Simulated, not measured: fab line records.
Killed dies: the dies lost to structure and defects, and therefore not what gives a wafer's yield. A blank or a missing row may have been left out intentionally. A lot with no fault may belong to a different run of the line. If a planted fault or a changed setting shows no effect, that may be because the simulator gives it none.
fab line records | flow sky130
[record] lots = 5 | wafers = 15 | last_day = 50
route steps=708 shown POLY_CUT@312 SD_P@320 PAD_OPEN@708
lots untouched by any fault: they come from a run of this same line in which no faults occurred
start_h: the number of hours between the record's first day and the start of the first shown wafer of the lot | wait_h: time in hours since the lot's previous step | " the same as in the row above | L1.1+2: one row covering several wafers at once | - no value present, or no start provided | * or withheld: withheld | < > ~ a bound
route shown NAME@n: names a module that has steps shown in the file, with the first one's number in the route | usual: mean and standard deviation over wafers with no fault | same: alike in all rows | chamber/n: place in a boat | sites: per-site readings | _std_site: standard deviation across them | _edge_site: the outer-site mean with the inner-site mean subtracted | radius_mm: how far each site lies from the wafer's centre | mask NAME#n: copy n | behind: the last tool/chamber to shape the wafer | hold: why the lot was held/for how many hours/how that ended | device: the n, p or np transistor that did not switch | end of line: the tests these same wafers got at the end of their route | step lacking rows: just its recipe | killed: at the first sort, the dies lost to defects and structure; wafer yield is something else | map: a wafer's dies, marking killed ones x, the rest . and places with no die _
set.NAME: the run value of the setting; set.NAME@STEP: its run value at that earlier step | model.NAME: the simulator's own value behind a step, which no gauge read
lots seen at some steps along the route; tables by step, rows by wafer
services: when a tool's chamber went out of use (start_h, in hours from the record's first day, below 0 if earlier), for how many hours, and the reason
[[steps]]
[step SKY_POLY_CUT_EXPOSE_05]
[recipe] mask_id = NPCM | na = 0.8 | source_shape = annular | sigma_inner = 0.55 | sigma_outer = 0.85 | target_cd_nm = 270 | dose_mj = 32
[step SKY_POLY_CUT_PEB_06]
[recipe] peb_temp_c = withheld | peb_time_s = withheld | resist = KrF-thick
[step SKY_POLY_CUT_DEVELOP_07]
[recipe] develop_time_s = 60 | resist = KrF-thick | dev_temp_c = 21
[step SKY_POLY_CUT_CD_MEAS_08]
[recipe] target_cd_nm = 270
[usual] cd_nm = 270.0/1.2
lot.wafer | tool      | chamber | start_h | wait_h | cd_nm
L942.1    | cd_sem-02 | -       | 575.97  | -      | 271.8
L942.2    | "         | -       | "       | "      | 270.1
L942.4    | "         | -       | "       | "      | 270.7
L950.2    | cd_sem-02 | -       | 636.24  | -      | 270.0
L950.5    | "         | -       | "       | "      | 271.6
L950.6    | "         | -       | "       | "      | 270.9
L954.1    | cd_sem-02 | -       | 668.71  | -      | 270.4
L954.3    | "         | -       | "       | "      | 271.6
L954.4    | "         | -       | "       | "      | 271.3
L955.2    | cd_sem-02 | -       | 672.51  | -      | 271.7
L955.3    | "         | -       | "       | "      | 270.0
L955.4    | "         | -       | "       | "      | 270.8
L962.1    | cd_sem-01 | -       | 726.36  | -      | 270.6
L962.3    | "         | -       | "       | "      | 270.5
L962.5    | "         | -       | "       | "      | 270.5
[step SKY_POLY_CUT_OVL_MEAS_09]
[usual] POLY_CUT_OVL = -3/5.7
lot.wafer | tool       | chamber | start_h | wait_h | POLY_CUT_OVL[nm]
L942.1    | overlay-02 | -       | 576.09  | 0.1    | -12
L942.2    | "          | -       | "       | "      | 0
L942.4    | "          | -       | "       | "      | 0
L950.2    | overlay-01 | -       | 636.35  | 0.1    | -6
L950.5    | "          | -       | "       | "      | -5
L950.6    | "          | -       | "       | "      | -7
L954.1    | overlay-01 | -       | 668.83  | 0.1    | 6
L954.3    | "          | -       | "       | "      | 7
L954.4    | "          | -       | "       | "      | -4
L955.2    | overlay-02 | -       | 672.61  | 0.1    | -4
L955.3    | "          | -       | "       | "      | 2
L955.4    | "          | -       | "       | "      | -8
L962.1    | overlay-01 | -       | 726.48  | 0.1    | -1
L962.3    | "          | -       | "       | "      | 2
L962.5    | "          | -       | "       | "      | 0
[step SKY_POLY_CUT_ETCH_10]
[recipe] chemistry = N2/H2 | target = BARC | ion_energy_ev = 200 | source_w = 500 | bias_w = 100 | pressure_mtorr = 30 | n2_flow_sccm = 100 | h2_flow_sccm = 200 | stop_on = SiO2 | time_s = 45.9 | target_depth_a = 600
[usual] drypump_motor_current_A = 5.8/0.41 | oes_product_au = 0.854/0.0051 | throttle_valve_pct = 13.225/0.0091
[same] time_s = 45.9
lot.wafer | tool        | chamber | start_h | wait_h | drypump_motor_current_A | oes_product_au | rf_hours_counter_h | throttle_valve_pct
L942.1    | rie_diel-01 | 2       | 576.13  | 0.0    | 5.9                     | 0.853          | 49                 | 13.227
L942.2    | "           | 3       | "       | "      | 5.8                     | 0.851          | 15                 | 13.225
L942.4    | "           | 1       | "       | "      | 5.3                     | 0.854          | 4                  | 13.234
L950.2    | rie_diel-01 | 3       | 636.38  | 0.0    | 5.7                     | 0.856          | 16                 | 13.234
L950.5    | "           | 2       | "       | "      | 5.9                     | 0.855          | -                  | 13.223
L950.6    | "           | 1       | "       | "      | 5.3                     | 0.856          | -                  | 13.213
L954.1    | rie_diel-01 | 3       | 668.86  | 0.0    | 5.8                     | 0.860          | 17                 | 13.231
L954.3    | "           | 2       | "       | "      | 5.9                     | 0.858          | 52                 | 13.232
L954.4    | "           | 0       | "       | "      | 6.3                     | 0.854          | 16                 | 13.211
L955.2    | rie_diel-03 | 3       | 672.64  | 0.0    | 6.3                     | 0.866          | 9                  | 13.231
L955.3    | "           | 2       | "       | "      | 5.3                     | 0.855          | 12                 | 13.224
L955.4    | "           | 0       | "       | "      | 6.4                     | 0.867          | 50                 | 13.225
L962.1    | rie_diel-02 | 1       | 726.51  | 0.0    | 5.1                     | 0.854          | 11                 | 13.220
L962.3    | "           | 0       | "       | "      | 5.9                     | 0.856          | 17                 | 13.207
L962.5    | "           | 1       | "       | "      | 5.1                     | 0.853          | -                  | 13.239
[step SKY_POLY_CUT_ETCH_11]
[recipe] target = Si3N4 | chemistry = CF4/CH2F2/Ar | stop_on = poly-Si | source_w = 600 | bias_w = 150 | pressure_mtorr = 40 | cf4_flow_sccm = 40 | ch2f2_flow_sccm = 20 | Ar_flow_sccm = 150 | time_s = 42.5 | target_depth_a = 600
[usual] drypump_motor_current_A = 5.8/0.41 | mfc_ar_sccm = 149.9/0.42 | oes_product_au = 0.831/0.0051 | throttle_valve_pct = 14.993/0.0091
[same] time_s = 42.5
lot.wafer | tool        | chamber | start_h | wait_h | drypump_motor_current_A | mfc_ar_sccm | oes_product_au | rf_hours_counter_h | throttle_valve_pct
L942.1    | rie_diel-01 | 2       | 576.17  | 0.0    | 5.9                     | 149.1       | 0.825          | 49                 | 15.000
L942.2    | "           | 3       | "       | "      | 5.8                     | 149.7       | 0.835          | 15                 | 14.992
L942.4    | "           | 1       | "       | "      | 5.3                     | 150.2       | 0.837          | 4                  | 15.009
L950.2    | rie_diel-01 | 3       | 636.42  | 0.0    | 5.7                     | 150.0       | 0.833          | 16                 | 14.993
L950.5    | "           | 2       | "       | "      | 5.8                     | 150.6       | 0.829          | -                  | 15.000
L950.6    | "           | 1       | "       | "      | 5.3                     | 149.9       | 0.840          | -                  | 15.011
L954.1    | rie_diel-01 | 3       | 668.91  | 0.0    | 5.7                     | 149.5       | 0.827          | 17                 | 15.002
L954.3    | "           | 2       | "       | "      | 5.9                     | 150.4       | 0.835          | 52                 | 15.006
L954.4    | "           | 0       | "       | "      | 6.4                     | 150.3       | 0.827          | 16                 | 15.000
L955.2    | rie_diel-03 | 3       | 672.69  | 0.0    | 6.3                     | 150.8       | 0.829          | 9                  | 14.997
L955.3    | "           | 2       | "       | "      | 5.3                     | 149.7       | 0.834          | 12                 | 15.003
L955.4    | "           | 0       | "       | "      | 6.5                     | 150.7       | 0.825          | 50                 | 14.998
L962.1    | rie_diel-02 | 1       | 726.56  | 0.0    | 5.1                     | 150.5       | 0.836          | 11                 | 14.994
L962.3    | "           | 0       | "       | "      | 5.9                     | 150.4       | 0.813          | 17                 | 14.987
L962.5    | "           | 1       | "       | "      | 5.1                     | 150.6       | 0.825          | -                  | 14.992
[step SKY_POLY_CUT_STRIP_12]
[recipe] chemistry = O2/N2 | power_w = 1400 | pressure_mtorr = 1500 | platen_temp_c = withheld | o2_flow_sccm = 3000 | n2_flow_sccm = 300 | overash_fraction = 0.5
[usual] drypump_motor_current_A = 5.9/0.34 | oes_product_au = 0.452/0.0045 | strip_time_to_endpoint_s = 5.353/0.019
lot.wafer | tool            | chamber | start_h | wait_h | drypump_motor_current_A | oes_product_au | rf_hours_counter_h | strip_time_to_endpoint_s
L942.1    | plasma_asher-01 | 1       | 576.21  | 0.0    | 5.5                     | 0.450          | 45                 | 5.332
L942.2    | "               | 0       | "       | "      | 6.1                     | 0.455          | 45                 | 5.374
L942.4    | "               | 1       | "       | "      | 5.5                     | 0.457          | -                  | 5.343
L950.2    | plasma_asher-01 | 0       | 636.46  | 0.0    | 6.1                     | 0.448          | 52                 | 5.330
L950.5    | "               | 1       | "       | "      | 5.4                     | 0.456          | -                  | 5.338
L950.6    | "               | 0       | "       | "      | 6.1                     | 0.447          | -                  | 5.331
L954.1    | plasma_asher-04 | 0       | 668.95  | 0.0    | 5.4                     | 0.451          | 99                 | 5.346
L954.3    | "               | 0       | "       | "      | 5.4                     | 0.453          | -                  | 5.327
L954.4    | "               | 1       | "       | "      | 6.3                     | 0.447          | -                  | 5.366
L955.2    | plasma_asher-02 | 0       | 672.73  | 0.0    | 6.0                     | 0.458          | 24                 | 5.358
L955.3    | "               | 0       | "       | "      | 5.9                     | 0.456          | -                  | 5.367
L955.4    | "               | 1       | "       | "      | 6.0                     | 0.450          | -                  | 5.351
L962.1    | plasma_asher-01 | 1       | 726.60  | 0.0    | 5.5                     | 0.458          | 61                 | 5.405
L962.3    | "               | 0       | "       | "      | 6.1                     | 0.450          | -                  | 5.379
L962.5    | "               | 1       | "       | "      | 5.5                     | 0.454          | -                  | 5.410
[step SKY_SD_P_DEHYDRATE_00]
[recipe] temp_c = 200 | time_s = 60
[step SKY_SD_P_HMDS_01]
[recipe] prime_time_s = 60 | prime_temp_c = 120
[step SKY_SD_P_COAT_02]
[recipe] resist = NOVOLAK | spin_rpm = 3000 | resist_thk_nm = 1140
[step SKY_SD_P_SOFTBAKE_03]
[recipe] temp_c = 90 | time_s = 60 | resist = NOVOLAK
[step SKY_SD_P_EXPOSE_04]
[recipe] mask_id = PSDM | na = 0.6 | source_shape = conventional | sigma_outer = 0.6 | polarization = unpolarized | target_cd_nm = 380 | dose_mj = 138
lot.wafer  | tool             | chamber | start_h | wait_h | mask
L942.1+2+4 | iline_stepper-02 | 0       | 591.33  | -      | PSDM#0
L950.2+5+6 | iline_stepper-02 | 0       | 650.94  | -      | PSDM#0
L954.1+3+4 | iline_stepper-02 | 0       | 683.38  | -      | PSDM_R1#0
L955.2+3+4 | iline_stepper-02 | 0       | 687.20  | -      | PSDM#0
L962.1+3+5 | iline_stepper-01 | 0       | 740.56  | -      | PSDM#0
[step SKY_SD_P_PEB_05]
[recipe] temp_c = withheld | time_s = * | resist = NOVOLAK
[step SKY_SD_P_DEVELOP_06]
[recipe] resist = NOVOLAK | developer = TMAH | develop_time_s = 60.8 | dev_temp_c = 23
[usual] chill_plate_temp_C = 22.99/0.12 | developer_temp_C = 23.00/0.1
lot.wafer | tool           | chamber | start_h | wait_h | chill_plate_temp_C | developer_temp_C | model.SD_P.cd_nm
L942.1    | litho_track-03 | 0       | 605.18  | 0.1    | 22.99              | 23.12            | 382.4
L942.2    | "              | 0       | "       | "      | 22.98              | 23.13            | 383.2
L942.4    | "              | 0       | "       | "      | 22.92              | 22.95            | 381.1
L950.2    | litho_track-03 | 0       | 664.60  | 0.1    | 23.04              | 23.00            | 378.7
L950.5    | "              | 0       | "       | "      | 23.01              | 23.08            | 379.4
L950.6    | "              | 0       | "       | "      | 23.06              | 22.96            | 380.1
L954.1    | litho_track-02 | 0       | 696.56  | 0.1    | 22.99              | 23.12            | 409.9
L954.3    | "              | 0       | "       | "      | 23.09              | 23.02            | 413.9
L954.4    | "              | 0       | "       | "      | 23.10              | 22.98            | 409.4
L955.2    | litho_track-03 | 0       | 700.25  | 0.1    | 22.89              | 22.98            | 381.3
L955.3    | "              | 0       | "       | "      | 23.08              | 23.05            | 376.5
L955.4    | "              | 0       | "       | "      | 23.00              | 23.11            | 378.1
L962.1    | litho_track-01 | 0       | 754.02  | 0.1    | 23.10              | 23.14            | 377.9
L962.3    | "              | 0       | "       | "      | 23.17              | 22.96            | 375.6
L962.5    | "              | 0       | "       | "      | 23.08              | 23.12            | 377.4
[step SKY_SD_P_CD_MEAS_07]
[recipe] target_cd_nm = 380
[usual] cd_nm = 380.6/2.7
lot.wafer | tool      | chamber | start_h | wait_h | cd_nm
L942.1    | cd_sem-01 | -       | 605.33  | 0.1    | 382.6
L942.2    | "         | -       | "       | "      | 383.3
L942.4    | "         | -       | "       | "      | 381.4
L950.2    | cd_sem-01 | -       | 664.75  | 0.1    | 378.8
L950.5    | "         | -       | "       | "      | 379.5
L950.6    | "         | -       | "       | "      | 380.0
L954.1    | cd_sem-02 | -       | 696.71  | 0.1    | 409.7
L954.3    | "         | -       | "       | "      | 414.1
L954.4    | "         | -       | "       | "      | 409.3
L955.2    | cd_sem-02 | -       | 700.41  | 0.1    | 381.3
L955.3    | "         | -       | "       | "      | 376.9
L955.4    | "         | -       | "       | "      | 377.8
L962.1    | cd_sem-01 | -       | 754.17  | 0.1    | 377.9
L962.3    | "         | -       | "       | "      | 375.5
L962.5    | "         | -       | "       | "      | 377.5
[step SKY_SD_P_OVL_MEAS_08]
[usual] SD_P_OVL = 0.2/1.2
lot.wafer | tool       | chamber | start_h | wait_h | SD_P_OVL[nm]
L942.1    | overlay-01 | -       | 605.45  | 0.1    | 1.3
L942.2    | "          | -       | "       | "      | -1.5
L942.4    | "          | -       | "       | "      | -1.7
L950.2    | overlay-02 | -       | 664.85  | 0.1    | 1.1
L950.5    | "          | -       | "       | "      | 1.3
L950.6    | "          | -       | "       | "      | 0.3
L954.1    | overlay-02 | -       | 696.83  | 0.1    | -1.2
L954.3    | "          | -       | "       | "      | 0.1
L954.4    | "          | -       | "       | "      | -0.3
L955.2    | overlay-02 | -       | 700.52  | 0.1    | 1.5
L955.3    | "          | -       | "       | "      | -1.6
L955.4    | "          | -       | "       | "      | -1.8
L962.1    | overlay-01 | -       | 754.29  | 0.1    | 0.8
L962.3    | "          | -       | "       | "      | 0.2
L962.5    | "          | -       | "       | "      | 1.5
[step SKY_PAD_OPEN_PROBE_99]
[usual] killed_at_M0_to_M3 = 43/6.6 | killed_at_M4_up = 3.4/1.8 | killed_at_contacts = 24/4.9 | killed_at_front_end = 15/4.1 | killed_at_other = 0.3/0.55 | killed_dies = 85/8.8 | killed_open = 46/6.1 | killed_short = 39/5.7
[same] gross_dies = 492 | killed_at_back_side = 0
lot.wafer | tool      | chamber | start_h | wait_h | killed_at_M0_to_M3 | killed_at_M4_up | killed_at_contacts | killed_at_front_end | killed_at_other | killed_dies | killed_open | killed_short
L942.1    | prober-01 | -       | 1093.30 | 0.1    | 52                 | 7               | 28                 | 14                  | 0               | 101         | 57          | 44
L942.2    | prober-01 | -       | 1093.35 | 0.1    | 35                 | 3               | 33                 | 17                  | 1               | 89          | 47          | 41
L942.4    | prober-01 | -       | 1093.45 | 0.2    | 45                 | 5               | 31                 | 12                  | 0               | 93          | 41          | 52
L950.2    | prober-01 | -       | 1131.55 | 0.1    | 37                 | 4               | 20                 | 19                  | 0               | 80          | 50          | 30
L950.5    | prober-01 | -       | 1131.70 | 0.2    | 37                 | 4               | 26                 | 14                  | 0               | 81          | 42          | 39
L950.6    | prober-01 | -       | 1131.75 | 0.2    | 38                 | 6               | 24                 | 17                  | 1               | 86          | 45          | 41
L954.1    | prober-01 | -       | 1151.88 | 0.1    | 55                 | 3               | 20                 | 23                  | 0               | 101         | 56          | 45
L954.3    | prober-01 | -       | 1151.98 | 0.2    | 46                 | 4               | 22                 | 22                  | 2               | 96          | 45          | 50
L954.4    | prober-01 | -       | 1152.03 | 0.2    | 48                 | 3               | 18                 | 15                  | 1               | 85          | 36          | 48
L955.2    | prober-02 | -       | 1155.25 | 0.1    | 49                 | 3               | 26                 | 11                  | 0               | 89          | 50          | 39
L955.3    | prober-02 | -       | 1155.30 | 0.2    | 41                 | 3               | 22                 | 10                  | 0               | 76          | 46          | 30
L955.4    | prober-02 | -       | 1155.35 | 0.2    | 38                 | 1               | 27                 | 12                  | 0               | 78          | 37          | 41
// killed by level:class
L942.1 CONTACT:geometric_particle:open=16 METAL2:geometric_particle:short=12 VIA1:geometric_particle:open=9 VIA2:geometric_particle:open=8 VIA1:geometric_particle:short=7 VIA3:geometric_particle:open=7 LI_CONTACT:geometric_particle:open=6 FIELD_ISO:geometric_particle:short=4
L942.2 VIA1:geometric_particle:open=10 CONTACT:geometric_particle:open=9 LI_CONTACT:geometric_particle:open=7 LOCAL_INTERCONNECT:geometric_particle:short=6 CONTACT:geometric_particle:short=5 VIA3:geometric_particle:open=5 FIELD_ISO:geometric_particle:short=4 LI_CONTACT:geometric_particle:short=4
L942.4 CONTACT:geometric_particle:open=10 METAL1:geometric_particle:short=7 VIA2:geometric_particle:short=7 LI_CONTACT:geometric_particle:short=6 LI_CONTACT:geometric_particle:open=6 CONTACT:geometric_particle:short=6 VIA1:geometric_particle:open=6 POLY_GATE:geometric_particle:short=5
L950.2 VIA1:geometric_particle:open=14 CONTACT:geometric_particle:open=10 POLY_GATE:geometric_particle:open=5 LOCAL_INTERCONNECT:geometric_particle:short=5 VIA3:geometric_particle:open=5 FIELD_ISO:geometric_particle:short=4 LI_CONTACT:geometric_particle:open=4 VIA1:geometric_particle:short=4
L950.5 CONTACT:geometric_particle:open=9 VIA3:geometric_particle:open=7 FIELD_ISO:geometric_particle:short=6 METAL1:geometric_particle:short=6 VIA2:geometric_particle:open=6 VIA1:geometric_particle:open=5 POLY_GATE:geometric_particle:open=4 LI_CONTACT:geometric_particle:open=4
L950.6 VIA1:geometric_particle:open=10 METAL1:geometric_particle:short=8 CONTACT:geometric_particle:open=8 VIA3:geometric_particle:open=6 POLY_GATE:geometric_particle:open=5 POLY_GATE:geometric_particle:short=5 LOCAL_INTERCONNECT:geometric_particle:short=5 CONTACT:geometric_particle:short=5
L954.1 VIA1:geometric_particle:open=11 METAL2:geometric_particle:short=10 LI_CONTACT:geometric_particle:open=9 VIA3:geometric_particle:open=8 POLY_GATE:geometric_particle:open=7 VIA2:geometric_particle:open=7 FIELD_ISO:geometric_particle:open=6 SPACER:geometric_particle:short=5
L954.3 VIA1:geometric_particle:open=9 METAL1:geometric_particle:short=7 FIELD_ISO:geometric_particle:open=5 LOCAL_INTERCONNECT:geometric_particle:short=5 VIA1:geometric_particle:short=5 VIA3:geometric_particle:short=5 VIA3:geometric_particle:open=5 FIELD_ISO:geometric_particle:short=4
L954.4 METAL1:geometric_particle:short=10 METAL2:geometric_particle:short=8 VIA2:geometric_particle:open=8 VIA1:geometric_particle:short=7 CONTACT:geometric_particle:open=6 LOCAL_INTERCONNECT:geometric_particle:short=5 VIA1:geometric_particle:open=5 POLY_GATE:geometric_particle:open=4
L955.2 VIA1:geometric_particle:open=16 CONTACT:geometric_particle:open=8 LI_CONTACT:geometric_particle:open=7 METAL2:geometric_particle:short=7 CONTACT:geometric_particle:short=6 VIA1:geometric_particle:short=5 VIA2:geometric_particle:open=5 VIA3:geometric_particle:open=4
L955.3 CONTACT:geometric_particle:open=13 VIA1:geometric_particle:open=8 VIA3:geometric_particle:open=7 METAL1:geometric_particle:short=6 VIA2:geometric_particle:open=5 VIA1:geometric_particle:short=5 METAL2:geometric_particle:short=4 CONTACT:geometric_particle:short=4
L955.4 LI_CONTACT:geometric_particle:open=7 FIELD_ISO:geometric_particle:short=6 CONTACT:geometric_particle:open=6 VIA1:geometric_particle:open=6 METAL2:geometric_particle:short=6 LOCAL_INTERCONNECT:geometric_particle:short=5 VIA2:geometric_particle:open=5 LI_CONTACT:geometric_particle:short=4
[[services]]
tool             | chamber | start_h | hours | kind
iline_stepper-02 | 0       | 558.39  | -     | calibration
iline_stepper-02 | -       | 560.95  | 1.7   | pm
iline_stepper-02 | -       | 577.90  | 13.2  | repair
plasma_asher-04  | -       | 599.30  | 3.8   | repair
plasma_asher-02  | -       | 600.76  | 0.3   | repair
rie_diel-02      | 0       | 661.01  | 23.1  | repair
plasma_asher-04  | -       | 663.99  | 4.2   | repair
rie_diel-03      | 0       | 675.16  | 32.4  | repair
rie_diel-02      | -       | 683.77  | 0.5   | repair
rie_diel-02      | 3       | 693.70  | -     | clean
rie_diel-02      | 3       | 693.70  | 11.9  | scheduled_down
rie_diel-02      | 3       | 693.70  | 11.9  | vent_cycle
rie_diel-02      | -       | 710.85  | 0.7   | repair
rie_diel-01      | -       | 713.85  | 1.7   | repair
rie_diel-01      | 2       | 715.81  | -     | clean
rie_diel-01      | 2       | 715.81  | 18.2  | scheduled_down
rie_diel-01      | 2       | 715.81  | 18.2  | vent_cycle
plasma_asher-02  | -       | 717.03  | 2.8   | pm
plasma_asher-02  | -       | 721.55  | 6.8   | repair
plasma_asher-04  | -       | 733.75  | 9.0   | pm
rie_diel-03      | 0       | 737.99  | -     | clean
iline_stepper-01 | -       | 741.72  | 1.7   | pm
rie_diel-01      | 3       | 744.20  | 2.4   | repair
iline_stepper-02 | -       | 746.35  | 2.4   | repair
[[key]]
[first_sign] step = SKY_SD_P_EXPOSE_04 | reading = mask | direction = changed
[effect] step = SKY_SD_P_CD_MEAS_07 | reading = cd_nm | direction = up | sigmas = 11 | usual = 380.6 | struck = 411.1
[model_effect] step = SKY_SD_P_DEVELOP_06 | value = SD_P.cd_nm | without = 384.1 | struck = 411.1
met_at SKY_SD_P_EXPOSE_04
struck_wafers L954.1,L954.3,L954.4
tester_left_out L954
onset_between 650.94 683.38
[fault] kind = wrong_mask | tool = any | chamber = - | onset_h = 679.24 | steps = SKY_SD_P_EXPOSE_04 | aux_copy = PSDM_R1#0 | cd_offset_nm = 27 | scope = struck_lots_only
// tester_left_out: of these lots the tester's yield and bins aren't shown, on N5 and GAA mostly nor the transistor test; their killed dies are dies lost to structure and defects alone, not to doping, threshold or leakage, so they don't give the yield
